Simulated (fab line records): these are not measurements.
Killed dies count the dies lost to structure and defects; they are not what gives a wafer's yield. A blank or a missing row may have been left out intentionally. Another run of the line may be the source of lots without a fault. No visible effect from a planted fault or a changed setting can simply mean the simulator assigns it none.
fab line records / flow gf180mcu / part 2 of 2: steps 29 to 41 of 41
[record] lots = 5 wafers = 15 last_day = 34
route steps=602 shown PSD@259 NSD@262 SAB@264 SALICIDE@278 CONTACT@287
lots untouched by any fault: they come from a run of this same line in which no faults occurred
start_h: hours from the record's opening day to when the first of the lot's shown wafers began / wait_h: how many hours have passed since the lot's step before this one / " identical to the entry in the row above / L1.1+2: a row that stands for several wafers / - value missing, or start not given / * or withheld: withheld / < > ~ a bound
route shown NAME@n: names a module that has steps shown in the file, with the first one's number in the route / usual: mean/standard deviation of fault-free wafers / same: alike in all rows / chamber/n: place in a boat / sites: readings site by site / _std_site: the standard deviation of these / _edge_site: mean of outer sites minus mean of inner sites / radius_mm: for every site, how far away it sits from the centre of the wafer / mask NAME#n: copy n / behind: the last tool/chamber to shape the wafer / hold: the reason the lot was held/the length of the hold in hours/how it ended / device: whichever transistor did not switch (one of n, p or np) / end of line: the same wafers' tests at the end of the route / step lacking rows: just its recipe / killed: dies lost to structure and defects at the first sort, not the wafer's yield / map: shows each die of a wafer: x if killed, . if not, _ if none is there
set.NAME: the setting that was run; set.NAME@STEP: the one run at that earlier step / model.NAME: the simulator's own value behind a step, which no gauge read
lots at some steps of the route; a table a step, a row a wafer
services: from which hour (start_h, from the record's first day; less than 0 if before it) a tool's chamber was out of use, for how many hours, and why
[[steps]]
[step GF_CONTACT_CVD_00]
[recipe] material = SiO2 target_thk_nm = 300 sigma_open_frac = 0.3 temp_c = 400 time_s = 50 sih4_flow_sccm = 60 pressure_mtorr = 6
[usual] susceptor_temp_C = 399.98/0.25
lot.wafer=L077.2 tool=hdpcvd-02 chamber=0 start_h=379.79 wait_h=0.1 susceptor_temp_C=399.55
lot.wafer=L077.3 tool=hdpcvd-02 chamber=0 start_h=379.79 wait_h=0.1 susceptor_temp_C=399.95
lot.wafer=L077.5 tool=hdpcvd-02 chamber=0 start_h=379.79 wait_h=0.1 susceptor_temp_C=399.93
lot.wafer=L079.3 tool=hdpcvd-02 chamber=0 start_h=396.41 wait_h=0.1 susceptor_temp_C=400.33
lot.wafer=L079.5 tool=hdpcvd-02 chamber=1 start_h=396.41 wait_h=0.1 susceptor_temp_C=399.96
lot.wafer=L079.6 tool=hdpcvd-02 chamber=0 start_h=396.41 wait_h=0.1 susceptor_temp_C=399.94
lot.wafer=L081.2 tool=hdpcvd-01 chamber=2 start_h=431.77 wait_h=0.1 susceptor_temp_C=399.91
lot.wafer=L081.4 tool=hdpcvd-01 chamber=0 start_h=431.77 wait_h=0.1 susceptor_temp_C=400.01
lot.wafer=L081.5 tool=hdpcvd-01 chamber=2 start_h=431.77 wait_h=0.1 susceptor_temp_C=399.74
lot.wafer=L083.1 tool=hdpcvd-01 chamber=0 start_h=437.62 wait_h=0.1 susceptor_temp_C=400.08
lot.wafer=L083.2 tool=hdpcvd-01 chamber=1 start_h=437.62 wait_h=0.1 susceptor_temp_C=399.84
lot.wafer=L083.3 tool=hdpcvd-01 chamber=2 start_h=437.62 wait_h=0.1 susceptor_temp_C=400.01
lot.wafer=L094.2 tool=hdpcvd-02 chamber=1 start_h=523.10 wait_h=0.1 susceptor_temp_C=400.07
lot.wafer=L094.3 tool=hdpcvd-02 chamber=0 start_h=523.10 wait_h=0.1 susceptor_temp_C=399.90
lot.wafer=L094.4 tool=hdpcvd-02 chamber=0 start_h=523.10 wait_h=0.1 susceptor_temp_C=399.94
[step GF_CONTACT_THK_MEAS_01]
[recipe] reads = SiO2_of_CONTACT_CVD_00
[usual] CONTACT_CVD_00_THK = 299.9/2.6
lot.wafer=L077.2 tool=film_metro-01 chamber=- start_h=379.87 wait_h=0.1 CONTACT_CVD_00_THK[nm]=297.8
lot.wafer=L077.3 tool=film_metro-01 chamber=- start_h=379.87 wait_h=0.1 CONTACT_CVD_00_THK[nm]=296.1
lot.wafer=L077.5 tool=film_metro-01 chamber=- start_h=379.87 wait_h=0.1 CONTACT_CVD_00_THK[nm]=297.6
lot.wafer=L079.3 tool=film_metro-03 chamber=- start_h=396.48 wait_h=0.0 CONTACT_CVD_00_THK[nm]=295.8
lot.wafer=L079.5 tool=film_metro-03 chamber=- start_h=396.48 wait_h=0.0 CONTACT_CVD_00_THK[nm]=301.0
lot.wafer=L079.6 tool=film_metro-03 chamber=- start_h=396.48 wait_h=0.0 CONTACT_CVD_00_THK[nm]=298.4
lot.wafer=L081.2 tool=film_metro-04 chamber=- start_h=431.83 wait_h=0.0 CONTACT_CVD_00_THK[nm]=300.6
lot.wafer=L081.4 tool=film_metro-04 chamber=- start_h=431.83 wait_h=0.0 CONTACT_CVD_00_THK[nm]=301.5
lot.wafer=L081.5 tool=film_metro-04 chamber=- start_h=431.83 wait_h=0.0 CONTACT_CVD_00_THK[nm]=300.9
lot.wafer=L083.1 tool=film_metro-01 chamber=- start_h=437.67 wait_h=0.0 CONTACT_CVD_00_THK[nm]=301.8
lot.wafer=L083.2 tool=film_metro-01 chamber=- start_h=437.67 wait_h=0.0 CONTACT_CVD_00_THK[nm]=304.4
lot.wafer=L083.3 tool=film_metro-01 chamber=- start_h=437.67 wait_h=0.0 CONTACT_CVD_00_THK[nm]=302.2
lot.wafer=L094.2 tool=film_metro-04 chamber=- start_h=523.15 wait_h=0.0 CONTACT_CVD_00_THK[nm]=299.9
lot.wafer=L094.3 tool=film_metro-04 chamber=- start_h=523.15 wait_h=0.0 CONTACT_CVD_00_THK[nm]=300.9
lot.wafer=L094.4 tool=film_metro-04 chamber=- start_h=523.15 wait_h=0.0 CONTACT_CVD_00_THK[nm]=300.6
[step GF_CONTACT_CVD_02]
[recipe] material = SiO2 target_thk_nm = 860 precursor = TEOS temp_c = 400 time_s = 95.992 rf_w = 600
[usual] heater_power_w = 655/100 susceptor_temp_C = 400.00/0.21
lot.wafer=L077.2 tool=pecvd-02 chamber=0 start_h=379.92 wait_h=0.0 heater_power_w=507 susceptor_temp_C=400.11
lot.wafer=L077.3 tool=pecvd-02 chamber=2 start_h=379.92 wait_h=0.0 heater_power_w=703 susceptor_temp_C=399.81
lot.wafer=L077.5 tool=pecvd-02 chamber=2 start_h=379.92 wait_h=0.0 heater_power_w=763 susceptor_temp_C=399.70
lot.wafer=L079.3 tool=pecvd-02 chamber=0 start_h=396.52 wait_h=0.0 heater_power_w=628 susceptor_temp_C=399.96
lot.wafer=L079.5 tool=pecvd-02 chamber=2 start_h=396.52 wait_h=0.0 heater_power_w=694 susceptor_temp_C=400.18
lot.wafer=L079.6 tool=pecvd-02 chamber=1 start_h=396.52 wait_h=0.0 heater_power_w=882 susceptor_temp_C=399.84
lot.wafer=L081.2 tool=pecvd-01 chamber=1 start_h=431.88 wait_h=0.0 heater_power_w=651 susceptor_temp_C=399.89
lot.wafer=L081.4 tool=pecvd-01 chamber=0 start_h=431.88 wait_h=0.0 heater_power_w=662 susceptor_temp_C=399.69
lot.wafer=L081.5 tool=pecvd-01 chamber=2 start_h=431.88 wait_h=0.0 heater_power_w=537 susceptor_temp_C=399.82
lot.wafer=L083.1 tool=pecvd-02 chamber=2 start_h=437.73 wait_h=0.1 heater_power_w=727 susceptor_temp_C=400.12
lot.wafer=L083.2 tool=pecvd-02 chamber=1 start_h=437.73 wait_h=0.1 heater_power_w=848 susceptor_temp_C=399.74
lot.wafer=L083.3 tool=pecvd-02 chamber=0 start_h=437.73 wait_h=0.1 heater_power_w=577 susceptor_temp_C=400.03
lot.wafer=L094.2 tool=pecvd-03 chamber=0 start_h=523.20 wait_h=0.0 heater_power_w=735 susceptor_temp_C=400.04
lot.wafer=L094.3 tool=pecvd-03 chamber=2 start_h=523.20 wait_h=0.0 heater_power_w=691 susceptor_temp_C=399.66
lot.wafer=L094.4 tool=pecvd-03 chamber=2 start_h=523.20 wait_h=0.0 heater_power_w=743 susceptor_temp_C=399.79
[step GF_CONTACT_THK_MEAS_03]
[recipe] reads = SiO2_of_CONTACT_CVD_02
[usual] CONTACT_CVD_02_THK = 858/11
lot.wafer=L077.2 tool=film_metro-04 chamber=- start_h=380.00 wait_h=0.0 CONTACT_CVD_02_THK[nm]=841
lot.wafer=L077.3 tool=film_metro-04 chamber=- start_h=380.00 wait_h=0.0 CONTACT_CVD_02_THK[nm]=837
lot.wafer=L077.5 tool=film_metro-04 chamber=- start_h=380.00 wait_h=0.0 CONTACT_CVD_02_THK[nm]=852
lot.wafer=L079.3 tool=film_metro-04 chamber=- start_h=396.61 wait_h=0.1 CONTACT_CVD_02_THK[nm]=860
lot.wafer=L079.5 tool=film_metro-04 chamber=- start_h=396.61 wait_h=0.1 CONTACT_CVD_02_THK[nm]=872
lot.wafer=L079.6 tool=film_metro-04 chamber=- start_h=396.61 wait_h=0.1 CONTACT_CVD_02_THK[nm]=870
lot.wafer=L081.2 tool=film_metro-01 chamber=- start_h=431.96 wait_h=0.0 CONTACT_CVD_02_THK[nm]=858
lot.wafer=L081.4 tool=film_metro-01 chamber=- start_h=431.96 wait_h=0.0 CONTACT_CVD_02_THK[nm]=876
lot.wafer=L081.5 tool=film_metro-01 chamber=- start_h=431.96 wait_h=0.0 CONTACT_CVD_02_THK[nm]=866
lot.wafer=L083.1 tool=film_metro-01 chamber=- start_h=437.80 wait_h=0.0 CONTACT_CVD_02_THK[nm]=865
lot.wafer=L083.2 tool=film_metro-01 chamber=- start_h=437.80 wait_h=0.0 CONTACT_CVD_02_THK[nm]=867
lot.wafer=L083.3 tool=film_metro-01 chamber=- start_h=437.80 wait_h=0.0 CONTACT_CVD_02_THK[nm]=857
lot.wafer=L094.2 tool=film_metro-01 chamber=- start_h=523.28 wait_h=0.0 CONTACT_CVD_02_THK[nm]=855
lot.wafer=L094.3 tool=film_metro-01 chamber=- start_h=523.28 wait_h=0.0 CONTACT_CVD_02_THK[nm]=843
lot.wafer=L094.4 tool=film_metro-01 chamber=- start_h=523.28 wait_h=0.0 CONTACT_CVD_02_THK[nm]=868
[step GF_CONTACT_CMP_04]
[recipe] material = SiO2 down_force_psi = 4 platen_rpm = 60 pad_velocity_m_s = 0.94248
[usual] motor_current_A = 11.9/1.1 retaining_ring_pressure_frac = 1.000/0.0047 time_to_endpoint_s = 111/6.1
lot.wafer=L077.3 tool=cmp-02 chamber=0 start_h=380.05 wait_h=0.0 motor_current_A=11.6 retaining_ring_pressure_frac=1.000 time_to_endpoint_s=107
lot.wafer=L077.2 tool=cmp-02 chamber=2 start_h=380.05 wait_h=0.0 motor_current_A=10.2 retaining_ring_pressure_frac=1.007 time_to_endpoint_s=114
lot.wafer=L077.5 tool=cmp-02 chamber=1 start_h=380.05 wait_h=0.0 motor_current_A=13.1 retaining_ring_pressure_frac=1.005 time_to_endpoint_s=107
lot.wafer=L079.3 tool=cmp-01 chamber=3 start_h=396.80 wait_h=0.2 motor_current_A=13.4 retaining_ring_pressure_frac=0.997 time_to_endpoint_s=118
lot.wafer=L079.5 tool=cmp-01 chamber=0 start_h=396.80 wait_h=0.2 motor_current_A=11.0 retaining_ring_pressure_frac=0.999 time_to_endpoint_s=123
lot.wafer=L079.6 tool=cmp-01 chamber=1 start_h=396.80 wait_h=0.2 motor_current_A=12.6 retaining_ring_pressure_frac=0.995 time_to_endpoint_s=123
lot.wafer=L081.2 tool=cmp-01 chamber=0 start_h=432.01 wait_h=0.0 motor_current_A=11.4 retaining_ring_pressure_frac=0.999 time_to_endpoint_s=112
lot.wafer=L081.4 tool=cmp-01 chamber=1 start_h=432.01 wait_h=0.0 motor_current_A=13.0 retaining_ring_pressure_frac=0.994 time_to_endpoint_s=116
lot.wafer=L081.5 tool=cmp-01 chamber=1 start_h=432.01 wait_h=0.0 motor_current_A=12.5 retaining_ring_pressure_frac=0.993 time_to_endpoint_s=113
lot.wafer=L083.1 tool=cmp-01 chamber=3 start_h=437.86 wait_h=0.1 motor_current_A=12.9 retaining_ring_pressure_frac=1.011 time_to_endpoint_s=113
lot.wafer=L083.2 tool=cmp-01 chamber=1 start_h=437.86 wait_h=0.1 motor_current_A=12.4 retaining_ring_pressure_frac=0.987 time_to_endpoint_s=110
lot.wafer=L083.3 tool=cmp-01 chamber=2 start_h=437.86 wait_h=0.1 motor_current_A=10.9 retaining_ring_pressure_frac=1.005 time_to_endpoint_s=106
lot.wafer=L094.2 tool=cmp-02 chamber=0 start_h=523.33 wait_h=0.0 motor_current_A=12.6 retaining_ring_pressure_frac=0.999 time_to_endpoint_s=113
lot.wafer=L094.4 tool=cmp-02 chamber=1 start_h=523.33 wait_h=0.0 motor_current_A=13.1 retaining_ring_pressure_frac=0.998 time_to_endpoint_s=109
lot.wafer=L094.3 tool=cmp-02 chamber=2 start_h=523.33 wait_h=0.0 motor_current_A=9.9 retaining_ring_pressure_frac=1.000 time_to_endpoint_s=105
[step GF_CONTACT_BOW_MEAS_05]
[recipe] mode = bow
[usual] CONTACT_BOW = 66/7.2
lot.wafer=L077.2 tool=film_metro-01 chamber=- start_h=380.37 wait_h=0.2 CONTACT_BOW[um]=72
lot.wafer=L077.3 tool=film_metro-01 chamber=- start_h=380.37 wait_h=0.2 CONTACT_BOW[um]=64
lot.wafer=L077.5 tool=film_metro-01 chamber=- start_h=380.37 wait_h=0.2 CONTACT_BOW[um]=64
lot.wafer=L079.3 tool=film_metro-03 chamber=- start_h=396.99 wait_h=0.1 CONTACT_BOW[um]=67
lot.wafer=L079.5 tool=film_metro-03 chamber=- start_h=396.99 wait_h=0.1 CONTACT_BOW[um]=68
lot.wafer=L079.6 tool=film_metro-03 chamber=- start_h=396.99 wait_h=0.1 CONTACT_BOW[um]=65
lot.wafer=L081.2 tool=film_metro-03 chamber=- start_h=432.33 wait_h=0.3 CONTACT_BOW[um]=65
lot.wafer=L081.4 tool=film_metro-03 chamber=- start_h=432.33 wait_h=0.3 CONTACT_BOW[um]=72
lot.wafer=L081.5 tool=film_metro-03 chamber=- start_h=432.33 wait_h=0.3 CONTACT_BOW[um]=65
lot.wafer=L083.1 tool=film_metro-03 chamber=- start_h=438.16 wait_h=0.2 CONTACT_BOW[um]=78
lot.wafer=L083.2 tool=film_metro-03 chamber=- start_h=438.16 wait_h=0.2 CONTACT_BOW[um]=65
lot.wafer=L083.3 tool=film_metro-03 chamber=- start_h=438.16 wait_h=0.2 CONTACT_BOW[um]=64
lot.wafer=L094.2 tool=film_metro-04 chamber=- start_h=523.65 wait_h=0.3 CONTACT_BOW[um]=71
lot.wafer=L094.3 tool=film_metro-04 chamber=- start_h=523.65 wait_h=0.3 CONTACT_BOW[um]=64
lot.wafer=L094.4 tool=film_metro-04 chamber=- start_h=523.65 wait_h=0.3 CONTACT_BOW[um]=68
[step GF_CONTACT_DEHYDRATE_06]
[recipe] temp_c = 200 time_s = 60
lot.wafer=L077.2+3+5 tool=litho_track-03 chamber=0 start_h=390.79 wait_h=10.4
lot.wafer=L079.3+5+6 tool=litho_track-03 chamber=0 start_h=408.16 wait_h=11.2
lot.wafer=L081.2+4+5 tool=litho_track-03 chamber=0 start_h=443.83 wait_h=11.5
lot.wafer=L083.1+2+3 tool=litho_track-02 chamber=0 start_h=450.31 wait_h=12.1
lot.wafer=L094.2+3+4 tool=litho_track-02 chamber=0 start_h=535.43 wait_h=11.8
[step GF_CONTACT_HMDS_07]
[recipe] prime_time_s = 60 prime_temp_c = 120
lot.wafer=L077.2+3+5 tool=litho_track-03 chamber=0 start_h=390.94 wait_h=0.1
lot.wafer=L079.3+5+6 tool=litho_track-03 chamber=0 start_h=408.31 wait_h=0.1
lot.wafer=L081.2+4+5 tool=litho_track-03 chamber=0 start_h=443.98 wait_h=0.1
lot.wafer=L083.1+2+3 tool=litho_track-02 chamber=0 start_h=450.46 wait_h=0.1
lot.wafer=L094.2+3+4 tool=litho_track-02 chamber=0 start_h=535.58 wait_h=0.1
[step GF_CONTACT_COAT_08]
[recipe] resist = BARC temp_c = withheld time_s = withheld spin_rpm = withheld resist_thk_nm = withheld
lot.wafer=L077.2+3+5 tool=litho_track-03 chamber=0 start_h=391.09 wait_h=0.1
lot.wafer=L079.3+5+6 tool=litho_track-03 chamber=0 start_h=408.46 wait_h=0.1
lot.wafer=L081.2+4+5 tool=litho_track-03 chamber=0 start_h=444.13 wait_h=0.1
lot.wafer=L083.1+2+3 tool=litho_track-02 chamber=0 start_h=450.61 wait_h=0.1
lot.wafer=L094.2+3+4 tool=litho_track-02 chamber=0 start_h=535.73 wait_h=0.1
[step GF_CONTACT_COAT_09]
[recipe] resist = KrF spin_rpm = withheld resist_thk_nm = 1000
lot.wafer=L077.2+3+5 tool=litho_track-03 chamber=0 start_h=- wait_h=-
lot.wafer=L079.3+5+6 tool=litho_track-03 chamber=0 start_h=- wait_h=-
lot.wafer=L081.2+4+5 tool=litho_track-03 chamber=0 start_h=- wait_h=-
lot.wafer=L083.1+2+3 tool=litho_track-02 chamber=0 start_h=- wait_h=-
lot.wafer=L094.2+3+4 tool=litho_track-02 chamber=0 start_h=- wait_h=-
[step GF_CONTACT_SOFTBAKE_10]
[recipe] temp_c = 130 time_s = 60 resist = KrF
lot.wafer=L077.2+3+5 tool=litho_track-03 chamber=0 start_h=- wait_h=-
lot.wafer=L079.3+5+6 tool=litho_track-03 chamber=0 start_h=- wait_h=-
lot.wafer=L081.2+4+5 tool=litho_track-03 chamber=0 start_h=- wait_h=-
lot.wafer=L083.1+2+3 tool=litho_track-02 chamber=0 start_h=- wait_h=-
lot.wafer=L094.2+3+4 tool=litho_track-02 chamber=0 start_h=- wait_h=-
[step GF_CONTACT_EXPOSE_11]
[recipe] mask_id = Contact target_cd_nm = 220 na = 0.68 source_shape = conventional sigma_outer = 0.6 dose_mj = 38
[usual] exposure_dose_mJ_cm2 = 37.94/0.034
lot.wafer=L077.2 tool=krf_scanner-01 chamber=0 start_h=- wait_h=- mask=Contact#0 exposure_dose_mJ_cm2=37.91
lot.wafer=L077.3 tool=krf_scanner-01 chamber=0 start_h=- wait_h=- mask=Contact#0 exposure_dose_mJ_cm2=37.97
lot.wafer=L077.5 tool=krf_scanner-01 chamber=0 start_h=- wait_h=- mask=Contact#0 exposure_dose_mJ_cm2=37.92
lot.wafer=L079.3 tool=krf_scanner-02 chamber=0 start_h=- wait_h=- mask=Contact#0 exposure_dose_mJ_cm2=37.98
lot.wafer=L079.5 tool=krf_scanner-02 chamber=0 start_h=- wait_h=- mask=Contact#0 exposure_dose_mJ_cm2=37.94
lot.wafer=L079.6 tool=krf_scanner-02 chamber=0 start_h=- wait_h=- mask=Contact#0 exposure_dose_mJ_cm2=37.89
lot.wafer=L081.2 tool=krf_scanner-02 chamber=0 start_h=- wait_h=- mask=Contact#0 exposure_dose_mJ_cm2=37.93
lot.wafer=L081.4 tool=krf_scanner-02 chamber=0 start_h=- wait_h=- mask=Contact#0 exposure_dose_mJ_cm2=37.91
lot.wafer=L081.5 tool=krf_scanner-02 chamber=0 start_h=- wait_h=- mask=Contact#0 exposure_dose_mJ_cm2=37.91
lot.wafer=L083.1 tool=krf_scanner-01 chamber=0 start_h=- wait_h=- mask=Contact#0 exposure_dose_mJ_cm2=37.94
lot.wafer=L083.2 tool=krf_scanner-01 chamber=0 start_h=- wait_h=- mask=Contact#0 exposure_dose_mJ_cm2=37.90
lot.wafer=L083.3 tool=krf_scanner-01 chamber=0 start_h=- wait_h=- mask=Contact#0 exposure_dose_mJ_cm2=37.98
lot.wafer=L094.2 tool=krf_scanner-02 chamber=0 start_h=- wait_h=- mask=Contact#0 exposure_dose_mJ_cm2=37.94
lot.wafer=L094.3 tool=krf_scanner-02 chamber=0 start_h=- wait_h=- mask=Contact#0 exposure_dose_mJ_cm2=37.94
lot.wafer=L094.4 tool=krf_scanner-02 chamber=0 start_h=- wait_h=- mask=Contact#0 exposure_dose_mJ_cm2=37.95
[step GF_CONTACT_PEB_12]
[recipe] peb_temp_c = 135 peb_time_s = 90 resist = KrF
lot.wafer=L077.2+3+5 tool=litho_track-04 chamber=0 start_h=- wait_h=-
lot.wafer=L079.3+5+6 tool=litho_track-04 chamber=0 start_h=- wait_h=-
lot.wafer=L081.2+4+5 tool=litho_track-04 chamber=0 start_h=- wait_h=-
lot.wafer=L083.1+2+3 tool=litho_track-02 chamber=0 start_h=- wait_h=-
lot.wafer=L094.2+3+4 tool=litho_track-02 chamber=0 start_h=- wait_h=-
[[services]]
tool=pvd_sputter-03 chamber=- start_h=332.81 hours=2.4 kind=repair
tool=hdpcvd-02 chamber=- start_h=342.58 hours=2.8 kind=pm
tool=iline_stepper-01 chamber=- start_h=342.95 hours=4.4 kind=pm
tool=cmp-01 chamber=- start_h=343.00 hours=0.9 kind=repair
tool=rie_diel-01 chamber=3 start_h=352.54 hours=8.7 kind=repair
tool=cmp-01 chamber=- start_h=355.67 hours=2.5 kind=repair
tool=pecvd-01 chamber=- start_h=360.72 hours=5.5 kind=pm
tool=hdpcvd-02 chamber=1 start_h=363.29 hours=20.0 kind=repair
tool=pecvd-03 chamber=- start_h=368.88 hours=14.0 kind=pm
tool=cmp-01 chamber=- start_h=386.02 hours=3.2 kind=pm
tool=iline_stepper-01 chamber=- start_h=396.48 hours=2.1 kind=repair
tool=pvd_sputter-02 chamber=- start_h=403.23 hours=2.4 kind=repair
tool=cmp-01 chamber=- start_h=404.06 hours=4.0 kind=pm
tool=krf_scanner-02 chamber=- start_h=407.25 hours=1.3 kind=pm
tool=pecvd-01 chamber=- start_h=410.68 hours=6.0 kind=pm
tool=hdpcvd-02 chamber=- start_h=425.64 hours=0.9 kind=repair
tool=krf_scanner-02 chamber=- start_h=450.76 hours=0.8 kind=pm
tool=pecvd-03 chamber=- start_h=507.84 hours=0.7 kind=repair
tool=wet_bench-01 chamber=- start_h=522.25 hours=4.4 kind=pm
tool=wet_bench-04 chamber=- start_h=524.34 hours=0.5 kind=repair
tool=pvd_sputter-03 chamber=- start_h=526.60 hours=4.3 kind=repair
tool=pecvd-03 chamber=0 start_h=532.00 hours=21.2 kind=repair
tool=pvd_sputter-02 chamber=- start_h=538.43 hours=3.1 kind=repair
tool=pvd_sputter-02 chamber=- start_h=540.88 hours=0.7 kind=repair
